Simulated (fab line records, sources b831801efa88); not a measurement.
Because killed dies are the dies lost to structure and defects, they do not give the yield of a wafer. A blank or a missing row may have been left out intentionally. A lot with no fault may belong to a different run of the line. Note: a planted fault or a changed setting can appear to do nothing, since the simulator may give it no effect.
8D (eight disciplines) problem report, filled in by code + flow sky130 + the parts of the form that need people (team, actions taken, sign-off) are left out

== 1. WHAT IS WRONG ==
Wafers without a fault read 89.10 s, standard deviation 0.11; run_length_s at SKY_VT_ADJUST_NCORE_SOFTBAKE_03 reads a mean of 74.44 s on 3 wafers belonging to 2 lots. That is -99 or more standard deviations from the usual mean.
The step: time 60 s.
First observed at day 12 11:59: wafer L339.3, on litho_track-03. The record holds 18 wafers of 6 lots with a number at this step. The rule behind "out" and "out of limits": a value lying over 4 standard deviations away from the usual mean. The rest of the wafers with a number are treated as sound.

== 2. WHAT IT IS, WHAT IT ISN'T ==
| question                    | is                                 | is not                                                                         |
|-----------------------------|------------------------------------|--------------------------------------------------------------------------------|
| which readings at this step | run_length_s, heater_power_total_W | -                                                                              |
| which lots                  | L339, L340                         | L326, L331, L344, L347                                                         |
| which wafers of those lots  | L339.3, L339.4, L340.4             | L339.5, L340.5, L340.6                                                         |
| read on which tools         | litho_track-03                     | litho_track-01, litho_track-04                                                 |
| when                        | from day 12 11:59                  | up to then (7 sound wafers); but 8 sound wafers of L340, L344, L347 came after |

== 3. SUSPECTS, AND WHAT RULES EACH OUT ==
Counting: any tool at a process step up to the reading remains a suspect provided it ran every lot that is out. Sound lots after the first of them don't rule it out here, since some wafers of a struck lot are sound.
- litho_track-03 at SKY_VT_ADJUST_NCORE_SOFTBAKE_03 (time 60 s): kept. Ran every lot that is out, first one L339 (day 12 11:59); last sound lot up to then L326 (day 9 01:29). Its own heater_power_total_W, run_length_s readings are out on those wafers.
The count leaves litho_track-03 at SKY_VT_ADJUST_NCORE_SOFTBAKE_03.

== 4. THE CAUSE (what the simulator had put in) ==
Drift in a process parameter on litho_track-03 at SKY_VT_ADJUST_NCORE_SOFTBAKE_03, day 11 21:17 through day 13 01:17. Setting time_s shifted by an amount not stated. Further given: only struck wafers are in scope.
The count eliminated every tool but this one.

== 5. THE CHAIN OF EFFECTS, in route order ==
One row per reading whose mean, taken over the struck wafers that have a number, lies over 3 standard deviations from the usual. Only readings for which the record gives a usual standard deviation are gone through. hours: the time from each lot's start at the first step in this table that gives one to its start at this step, as a median over the lots. sigmas: the change in usual standard deviations.
| hours | step                            | reading              | usual   | on struck wafers | change | sigmas      |
|-------|---------------------------------|----------------------|---------|------------------|--------|-------------|
| 0     | SKY_VT_ADJUST_NCORE_SOFTBAKE_03 | heater_power_total_W | 56.60 W | 62.32            | +5.72  | +99 or more |
| 0     | SKY_VT_ADJUST_NCORE_SOFTBAKE_03 | run_length_s         | 89.10 s | 74.44            | -14.66 | -99 or more |
Its process steps:
- SKY_VT_ADJUST_NCORE_SOFTBAKE_03: time 60 s.
Later steps that measure or inspect, where all struck wafers having a row at the step show a number for every such reading and not one has moved that far: SKY_VT_ADJUST_NCORE_CD_MEAS_07.

== 6. WHAT WOULD HAVE CAUGHT IT SOONER ==
In this record no reading fell out of limits until day 12 11:59, 15 hours after the fault had begun at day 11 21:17.
